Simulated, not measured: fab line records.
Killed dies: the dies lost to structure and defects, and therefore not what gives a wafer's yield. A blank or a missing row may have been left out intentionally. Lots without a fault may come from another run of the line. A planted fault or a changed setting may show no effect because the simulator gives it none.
Split-lot study | flow sky130 | on a route of 708 steps: 5 lots, 23 wafers read

THE SPLIT ITSELF
At SKY_LDD_LDN_IMPLANT_10, the setting energyKev was moved away from the recipe's 15 on 8 of the 23 wafers read, by -4.2% to +4.6%. This setting was run at the recipe's value on the other wafers.

The reading comes from the split's own step.

THE READING
implant.drpNm (the simulator's own value, which no gauge read), in nm, at SKY_LDD_LDN_IMPLANT_10. The file gives no usual value for it.

wafer  | tool, chamber at the split | energyKev as run | against the recipe | implant.drpNm, nm | against lot-mates on the recipe
L077.1 | implanter-01, 0            | 15               | recipe             | 5.933             | -
L077.5 | implanter-01, 0            | 15               | recipe             | 5.933             | -
L077.6 | implanter-01, 0            | 15               | recipe             | 5.933             | -
L077.2 | implanter-01, 0            | 14.37            | -4.2%              | 5.76              | -0.173
L077.4 | implanter-01, 0            | 14.37            | -4.2%              | 5.76              | -0.173
L078.1 | implanter-02, 0            | 15               | recipe             | 5.933             | -
L078.2 | implanter-02, 0            | 15               | recipe             | 5.933             | -
L078.3 | implanter-02, 0            | 15.67            | +4.5%              | 6.109             | +0.176
L078.4 | implanter-02, 0            | 15.67            | +4.5%              | 6.109             | +0.176
L078.5 | implanter-02, 0            | 15.67            | +4.5%              | 6.109             | +0.176
L081.1 | implanter-03, 0            | 15               | recipe             | 5.933             | -
L081.4 | implanter-03, 0            | 15               | recipe             | 5.933             | -
L081.5 | implanter-03, 0            | 15               | recipe             | 5.933             | -
L082.2 | implanter-02, 0            | 15               | recipe             | 5.933             | -
L082.3 | implanter-02, 0            | 15               | recipe             | 5.933             | -
L082.4 | implanter-02, 0            | 15               | recipe             | 5.933             | -
L082.5 | implanter-02, 0            | 15               | recipe             | 5.933             | -
L082.6 | implanter-02, 0            | 15               | recipe             | 5.933             | -
L085.1 | implanter-02, 0            | 15.69            | +4.6%              | 6.115             | +0.182
L085.2 | implanter-02, 0            | 15.69            | +4.6%              | 6.115             | +0.182
L085.3 | implanter-02, 0            | 15.69            | +4.6%              | 6.115             | +0.182
L085.4 | implanter-02, 0            | 15               | recipe             | 5.933             | -
L085.5 | implanter-02, 0            | 15               | recipe             | 5.933             | -

THE FIT
A straight line over all 23 wafers: implant.drpNm changes by +0.04 nm for each +1% of energyKev; r = +1.00; the points scatter about the line by 0.0017 nm.
The same after taking each lot's own level away (the mean of its wafers on the recipe; 23 wafers): +0.04 nm for each +1%; r = +1.00; scatter 0.0017 nm.
Per that fit: largest energyKev move, reading shift of 0.18 nm.
The lots' own levels span 5.9330 to 5.9330 nm.
Hence the lot-to-lot level has little effect on the slope; both slopes agree.
Check: for one of the wafers moved furthest among these (+4.6%), held out of the fit, the line's prediction against its lot-mates is +0.183 nm. Against them it came out at +0.182 nm.

OTHER SPLITS ON THESE WAFERS
Other splits were also applied to these wafers ahead of the reading. Each is held against what the fit with the lots' levels taken away leaves over:
other split on the same wafers | wafers away from the commonest value | r with implant.drpNm (lot level and that fit taken away)
SKY_LDD_LDN_SOFTBAKE_03 tempC  | 11                                   | +0.05

THE WHOLE CHAIN: every reading that the file lists as answering this split, in the file's order
step                   | what it does | reading                                                        | change (the file's fit)                                                              | r (the file's)
SKY_LDD_LDN_IMPLANT_10 |              | implant.rpNm (the simulator's own value, which no gauge read)  | not straight: 12.92 at the lowest setting, 12.98 at the recipe, 13.53 at the highest | not given
SKY_LDD_LDN_IMPLANT_10 |              | implant.drpNm (the simulator's own value, which no gauge read) | +0.04 nm for each +1% of the setting                                                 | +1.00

FILE'S OWN FIT
implant.drpNm changes by +0.04 nm for each +1% of energyKev, r = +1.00.
